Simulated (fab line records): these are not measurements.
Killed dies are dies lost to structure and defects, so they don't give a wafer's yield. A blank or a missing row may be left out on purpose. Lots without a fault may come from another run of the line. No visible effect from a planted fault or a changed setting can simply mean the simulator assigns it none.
A lot that was struck, set against a sound lot + flow sky130 + 16 out of 708 route steps
Sound: these wafers, L433.1, L433.4, L433.6. Struck: wafers L444.1, L444.4, L444.6. Last of all comes the cause.
Order at every step that has rows: each side's tool, ch and its chambers, its first start. Under that, the readings that differ: sound wafers + struck wafers + difference of the means + sigmas: that difference in standard deviations of wafers without a fault.
alike: readings with means less than 2 such deviations apart, plus words and numbers identical on both sides. not compared: withheld readings, readings lacking a value on some wafer, bounds such as >300 that could conceal the same value, and numbers that have no deviation in the record and whose values overlap.
Wherever a step has rows on one side only, a row that says differs or no value, or a row with sigmas, the two part there. Numbers that don't overlap but have no deviation are shown without sigmas and don't part them. Lack of a reading on every wafer of one side parts them only where that side has two or more wafers.

first, 3 steps without rows for these wafers: SKY_SONOS_TUNNEL_EXPOSE_04 (exposes mask TUNM, target cd 410 nm); SKY_SONOS_TUNNEL_PEB_05; SKY_SONOS_TUNNEL_DEVELOP_06 (develop time 60 s).
SKY_SONOS_TUNNEL_CD_MEAS_07 targets a cd of 410 nm.
  struck on cd sem-01, day 15 07:11; sound on cd sem-01, day 11 08:53
  alike: cd nm
SKY_SONOS_TUNNEL_OVL_MEAS_08:
  struck on overlay-01, day 15 07:18; sound on overlay-01, day 11 09:00
  alike: SONOS_TUNNEL_OVL
then, 3 steps without rows for these wafers: SKY_SONOS_TUNNEL_IMPLANT_09; SKY_SONOS_TUNNEL_WET_ETCH_10 (etches SiO2 in dHF, target depth 14 nm, time 280 s); SKY_SONOS_TUNNEL_STRIP_11 (strips in SPM, time 600 s).
SKY_SONOS_TUNNEL_TW_MEAS_12:
  struck on film metro-04, day 15 07:45; sound on film metro-04, day 11 09:28
  alike: SONOS_TUNNEL_TW
then, 2 steps without rows for these wafers: SKY_SONOS_TUNNEL_CLEAN_13 (cleans in dHF, time 20 s); SKY_SONOS_ONO_OXIDATION_00 (stabilise 600 s, purge 300 s, target thk 2.6 nm).
SKY_SONOS_ONO_THK_MEAS_01:
  struck on film metro-04, day 15 09:10; sound on film metro-04, day 11 14:09
  alike: SONOS_ONO_OXIDATION_THK
SKY_SONOS_ONO_CVD_02: deposits Si3N4 from DCS/NH3, target thk 10.5 nm, time 180 s.
  sound on lpcvd-02 ch 1, day 11 14:13; struck on lpcvd-02 ch 0, day 15 09:14
| reading                                     | sound            | struck            | difference | sigmas |
|---------------------------------------------|------------------|-------------------|------------|--------|
| model.Si3N4_of_SONOS_ONO_CVD_02.thk nm (nm) | 10.45 10.51 10.4 | 13.45 13.45 13.42 | +2.99      |        |
  alike: pressure mtorr, spike tc upper C, zone power bottom pct
SKY_SONOS_ONO_THK_MEAS_03:
  struck on film metro-01, day 15 10:17; sound on film metro-01, day 11 15:16
| reading                   | sound             | struck            | difference | sigmas |
|---------------------------|-------------------|-------------------|------------|--------|
| SONOS_ONO_CVD_02_THK (nm) | 10.46 10.49 10.39 | 13.48 13.44 13.43 | +3.00      | +18    |
then, 1 step without rows for these wafers: SKY_SONOS_ONO_CVD_04 (deposits SiO2 from SiH4/N2O, target thk 5.7199 nm).
-- record jumps: 33 days separate the struck wafers' starts on either side; left off in module SONOS_ONO, taken up again in module PAD_OPEN, whose first shown step is the route's number 708 --
SKY_PAD_OPEN_PROBE_99:
  struck on prober-01, day 48 16:48; sound on prober-01, day 45 20:05
| reading                                     | sound                | struck               | difference | sigmas |
|---------------------------------------------|----------------------|----------------------|------------|--------|
| model.etest.sonos erased.drive ua um        | 236.7 236.7 154.7    | 117.5 104.1 94.35    | -104.0     |        |
| model.etest.sonos uncharged.r on ohm um     | 787 787.6 797.6      | 870.4 868.9 842.7    | +69.9      |        |
| model.etest.sonos programmed.off log10 a um | -14.05 -13.9 -13.82  | -10.7 -9.916 -10.14  | +3.7       |        |
| model.etest.cap ono.gate log10 a cm2        | -7.726 -7.641 -7.683 | -9.704 -9.812 -9.689 | -2.052     |        |
| model.etest.cap ono.gate bv v (V)           | 15.74 15.74 15.92    | 17.98 18.16 18.08    | +2.27      |        |
| model.etest.cap ono.tox acc nm (nm)         | 12.8 12.64 12.72     | 14.26 14.35 14.27    | +1.57      |        |
| model.etest.sonos programmed.vt v (V)       | 1.506 1.557 1.503    | 0.6231 0.5556 0.5953 | -0.9307    |        |
| model.etest.sonos erased.vt v (V)           | -2.401 -2.442 -2.311 | -1.487 -1.434 -1.438 | +0.932     |        |
  alike: killed_at_M0_to_M3, killed_at_M4_up, killed at contacts, killed at front end, killed at other, killed dies, killed open, killed short

## WHERE THEY PART
SKY_SONOS_ONO_THK_MEAS_03 only, going by this record. Later steps at which nothing parts them and some readings are alike: SKY_PAD_OPEN_PROBE_99.

WHY: whatever the simulator had introduced
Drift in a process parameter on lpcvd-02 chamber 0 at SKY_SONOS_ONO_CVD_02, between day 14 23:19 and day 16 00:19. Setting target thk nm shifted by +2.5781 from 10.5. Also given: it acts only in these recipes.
